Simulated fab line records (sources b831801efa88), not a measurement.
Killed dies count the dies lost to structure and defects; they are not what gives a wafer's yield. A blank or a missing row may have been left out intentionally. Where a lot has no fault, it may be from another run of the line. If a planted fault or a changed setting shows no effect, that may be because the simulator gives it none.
Which of the tools did it? + flow sky130 + Sampling: 15 lots, 45 wafers, 5 of 708 route steps

== WHAT THE GAUGES SHOWED, per wafer ==
SKY_METAL2_OVL_MEAS_16. Usual: METAL2_OVL gives -5 nm (standard deviation 5.4).
| lot  | measured     | on         | METAL2_OVL (nm) | flag |
|------|--------------|------------|-----------------|------|
| L848 | day 35 06:19 | overlay-01 | -9 -3 -11       |      |
| L849 | day 35 17:22 | overlay-01 | -2 0 -5         |      |
| L851 | day 36 13:25 | overlay-01 | -6 -5 -11       |      |
| L853 | day 37 08:37 | overlay-01 | -2 -4 -8        |      |
| L852 | day 37 09:44 | overlay-02 | -1 2 -2         |      |
| L855 | day 37 15:25 | overlay-02 | -4 3 -2         |      |
| L856 | day 37 17:50 | overlay-01 | -5 -7 -13       |      |
| L857 | day 38 04:25 | overlay-02 | -12 -8 -11      |      |
| L858 | day 38 14:53 | overlay-01 | 3 9 -1          |      |
| L865 | day 40 12:22 | overlay-01 | -11 -11 -11     |      |
| L866 | day 40 18:52 | overlay-02 | -16 -12 -11     |      |
| L869 | day 41 13:46 | overlay-02 | -11 -12 -7      |      |
| L868 | day 41 15:31 | overlay-02 | 2 0 -4          |      |
| L870 | day 41 23:43 | overlay-01 | -1 3 -3         |      |
| L871 | day 42 05:07 | overlay-02 | 7 1 1           |      |

SKY_CAPM_RS_MEAS_03: measures by four-point-probe. Usual: CAPM_TIN_RS gives 6.91 ohm/sq (standard deviation 0.083).
| lot  | measured     | on            | CAPM_TIN_RS (ohm/sq) | flag |
|------|--------------|---------------|----------------------|------|
| L848 | day 36 12:35 | film metro-01 | 6.93 6.76 6.93       |      |
| L849 | day 36 22:10 | film metro-01 | 7.00 6.98 6.93       |      |
| L851 | day 37 17:57 | film metro-03 | 6.88 6.85 6.79       |      |
| L853 | day 38 12:41 | film metro-03 | 6.97 6.82 6.99       |      |
| L852 | day 38 14:58 | film metro-02 | 6.88 6.83 6.96       |      |
| L855 | day 38 20:54 | film metro-02 | - - - - - -          | OFF  |
| L856 | day 38 22:31 | film metro-01 | - - - - - -          | OFF  |
| L857 | day 39 09:38 | film metro-03 | - - - - - -          | OFF  |
| L858 | day 39 19:19 | film metro-02 | 6.90 7.03 6.94       |      |
| L865 | day 41 16:37 | film metro-01 | 6.89 6.85 6.86       |      |
| L866 | day 41 22:29 | film metro-02 | 6.99 6.99 7.03       |      |
| L869 | day 42 16:56 | film metro-03 | 6.88 6.78 6.86       |      |
| L868 | day 42 22:02 | film metro-01 | 6.84 7.06 6.93       |      |
| L870 | day 43 03:20 | film metro-01 | 6.85 6.89 6.83       |      |
| L871 | day 43 08:22 | film metro-03 | 6.95 6.92 6.92       |      |

== WHICH TOOL RAN EACH LOT (tool, then ch and the chambers of the sampled wafers, then the start) ==
| lot  | SKY_VIA2_STRIP_16                    | SKY_CAPM_CVD_00                 | SKY_CAPM_SPUTTER_02          |
|------|--------------------------------------|---------------------------------|------------------------------|
| L848 | plasma asher-01 ch 0,1, day 36 10:55 | pecvd-04 ch 0,1,2, day 36 12:22 | pvd sputter-01, day 36 12:27 |
| L849 | plasma asher-01 ch 0,1, day 36 20:34 | pecvd-03 ch 0,1,2, day 36 21:59 | pvd sputter-03, day 36 22:04 |
| L851 | plasma asher-03 ch 0,1, day 37 16:19 | pecvd-01 ch 0,1, day 37 17:44   | pvd sputter-04, day 37 17:49 |
| L853 | plasma asher-03 ch 0,1, day 38 11:00 | pecvd-01 ch 0,1,2, day 38 12:29 | pvd sputter-04, day 38 12:34 |
| L852 | plasma asher-01 ch 0,1, day 38 13:01 | pecvd-04 ch 1,2, day 38 14:44   | pvd sputter-01, day 38 14:49 |
| L855 | plasma asher-03 ch 0,1, day 38 19:06 | pecvd-04 ch 0,1, day 38 20:43   | pvd sputter-04, day 38 20:47 |
| L856 | plasma asher-04 ch 0,1, day 38 20:40 | pecvd-03 ch 0,1,2, day 38 22:16 | pvd sputter-04, day 38 22:20 |
| L857 | plasma asher-03 ch 0,1, day 39 07:52 | pecvd-04 ch 0,1,2, day 39 09:27 | pvd sputter-01, day 39 09:32 |
| L858 | plasma asher-03 ch 0,1, day 39 17:38 | pecvd-03 ch 1,2, day 39 19:04   | pvd sputter-01, day 39 19:12 |
| L865 | plasma asher-04 ch 0,1, day 41 15:01 | pecvd-04 ch 0,2, day 41 16:23   | pvd sputter-04, day 41 16:28 |
| L866 | plasma asher-04 ch 0,1, day 41 20:45 | pecvd-04 ch 0,1,2, day 41 22:18 | pvd sputter-03, day 41 22:23 |
| L869 | plasma asher-01 ch 0,1, day 42 15:12 | pecvd-01 ch 0,2, day 42 16:43   | pvd sputter-01, day 42 16:47 |
| L868 | plasma asher-03 ch 0,1, day 42 20:25 | pecvd-01 ch 0,2, day 42 21:50   | pvd sputter-01, day 42 21:55 |
| L870 | plasma asher-04 ch 0,1, day 43 01:12 | pecvd-04 ch 0,1, day 43 03:08   | pvd sputter-04, day 43 03:13 |
| L871 | plasma asher-03 ch 0,1, day 43 06:41 | pecvd-01 ch 0,2, day 43 08:08   | pvd sputter-04, day 43 08:13 |
- SKY_VIA2_STRIP_16: strips in O2/N2.
- SKY_CAPM_CVD_00: deposits SiO2, target thk 15.5 nm.
- SKY_CAPM_SPUTTER_02: material TiN, target thk 200 nm, time 166.7 s.

== AS READ BY THE TOOLS THEMSELVES (means over the sampled wafers that have a number; for cases with no such wafer, the mark the record gives instead) ==
SKY_VIA2_STRIP_16. Usual: drypump motor current A 5.8 A, standard deviation 0.56; oes product au 0.398 a.u., standard deviation 0.0047; strip time to endpoint s 4.05 s, standard deviation 0.031.
| lot  | tool            | drypump motor current A (A) | oes product au (a.u.) | strip time to endpoint s (s) | flag |
|------|-----------------|-----------------------------|-----------------------|------------------------------|------|
| L848 | plasma asher-01 | 5.3                         | 0.399                 | 4.07                         |      |
| L849 | plasma asher-01 | 5.4                         | 0.403                 | 4.07                         |      |
| L851 | plasma asher-03 | 6.4                         | 0.398                 | 4.05                         |      |
| L853 | plasma asher-03 | 6.2                         | 0.396                 | 4.05                         |      |
| L852 | plasma asher-01 | 5.4                         | 0.399                 | 4.01                         |      |
| L855 | plasma asher-03 | 6.4                         | 0.400                 | 4.02                         |      |
| L856 | plasma asher-04 | 5.6                         | 0.397                 | 4.01                         |      |
| L857 | plasma asher-03 | 6.2                         | 0.397                 | 4.07                         |      |
| L858 | plasma asher-03 | 6.4                         | 0.400                 | 4.03                         |      |
| L865 | plasma asher-04 | 6.0                         | 0.403                 | 4.07                         |      |
| L866 | plasma asher-04 | 5.6                         | 0.397                 | 4.04                         |      |
| L869 | plasma asher-01 | 5.4                         | 0.395                 | 4.09                         |      |
| L868 | plasma asher-03 | 6.4                         | 0.399                 | 4.02                         |      |
| L870 | plasma asher-04 | 5.6                         | 0.397                 | 4.06                         |      |
| L871 | plasma asher-03 | 6.2                         | 0.404                 | 4.10                         |      |

SKY_CAPM_CVD_00. Usual: 718 W for heater power w, sd 88.
| lot  | tool     | heater power w (W) | flag |
|------|----------|--------------------|------|
| L848 | pecvd-04 | 760                |      |
| L849 | pecvd-03 | 724                |      |
| L851 | pecvd-01 | 650                |      |
| L853 | pecvd-01 | 668                |      |
| L852 | pecvd-04 | 675                |      |
| L855 | pecvd-04 | 795                |      |
| L856 | pecvd-03 | 697                |      |
| L857 | pecvd-04 | 795                |      |
| L858 | pecvd-03 | 704                |      |
| L865 | pecvd-04 | 753                |      |
| L866 | pecvd-04 | 787                |      |
| L869 | pecvd-01 | 626                |      |
| L868 | pecvd-01 | 657                |      |
| L870 | pecvd-04 | 861                |      |
| L871 | pecvd-01 | 584                |      |

SKY_CAPM_SPUTTER_02. Usual: cathode dc power W 6500.0 W, standard deviation 1.1; chamber pressure pa 0.4000 Pa, standard deviation 0.00089; throttle valve pct 30.4 %, standard deviation 1.
| lot  | tool           | cathode dc power W (W) | chamber pressure pa (Pa) | throttle valve pct (%) | flag |
|------|----------------|------------------------|--------------------------|------------------------|------|
| L848 | pvd sputter-01 | 6499.8                 | 0.3996                   | 31.5                   |      |
| L849 | pvd sputter-03 | 6500.0                 | 0.4003                   | 29.7                   |      |
| L851 | pvd sputter-04 | 6499.1                 | 0.3996                   | 30.6                   |      |
| L853 | pvd sputter-04 | 6500.2                 | 0.3999                   | 30.1                   |      |
| L852 | pvd sputter-01 | 6500.2                 | 0.3994                   | 30.8                   |      |
| L855 | pvd sputter-04 | -                      | -                        | -                      | OFF  |
| L856 | pvd sputter-04 | -                      | -                        | -                      | OFF  |
| L857 | pvd sputter-01 | -                      | -                        | -                      | OFF  |
| L858 | pvd sputter-01 | 6500.2                 | 0.3996                   | 31.4                   |      |
| L865 | pvd sputter-04 | 6500.4                 | 0.4011                   | 30.5                   |      |
| L866 | pvd sputter-03 | 6499.6                 | 0.4000                   | 29.7                   |      |
| L869 | pvd sputter-01 | 6499.1                 | 0.4003                   | 31.9                   |      |
| L868 | pvd sputter-01 | 6500.2                 | 0.3988                   | 31.4                   |      |
| L870 | pvd sputter-04 | 6500.1                 | 0.4002                   | 29.9                   |      |
| L871 | pvd sputter-04 | 6500.2                 | 0.3998                   | 30.5                   |      |

== THE ANSWER, worked out from the rows above alone ==
Rule: take the mean of a lot's wafers that have a number; if it is more than 3 standard deviations from the usual mean, the lot is off. A lot without any number at a reading at which 4 lots or more have one is off too. Any other lot the step has rows for is counted as sound. Order of review: gauges by route order, followed by the tools' own readings, for which a lot's mean as printed above is used. The first step at which some lot is off is used, and at that step the reading that is off furthest; a lot without a number counts as furthest.
Off: L855, L856, L857, at SKY_CAPM_RS_MEAS_03 (CAPM_TIN_RS). Without a number there: L855, L856, L857.
If a tool, at a process step before that reading, ran all the lots that are off and no sound lot after the first of them, it fits. Not tried: the gauges at SKY_CAPM_RS_MEAS_03; whatever is off there is also off at SKY_CAPM_SPUTTER_02, on other tools, and gauge error can't account for it. None of those tried fits.

== WHAT WAS PUT IN BY THE SIMULATOR ==
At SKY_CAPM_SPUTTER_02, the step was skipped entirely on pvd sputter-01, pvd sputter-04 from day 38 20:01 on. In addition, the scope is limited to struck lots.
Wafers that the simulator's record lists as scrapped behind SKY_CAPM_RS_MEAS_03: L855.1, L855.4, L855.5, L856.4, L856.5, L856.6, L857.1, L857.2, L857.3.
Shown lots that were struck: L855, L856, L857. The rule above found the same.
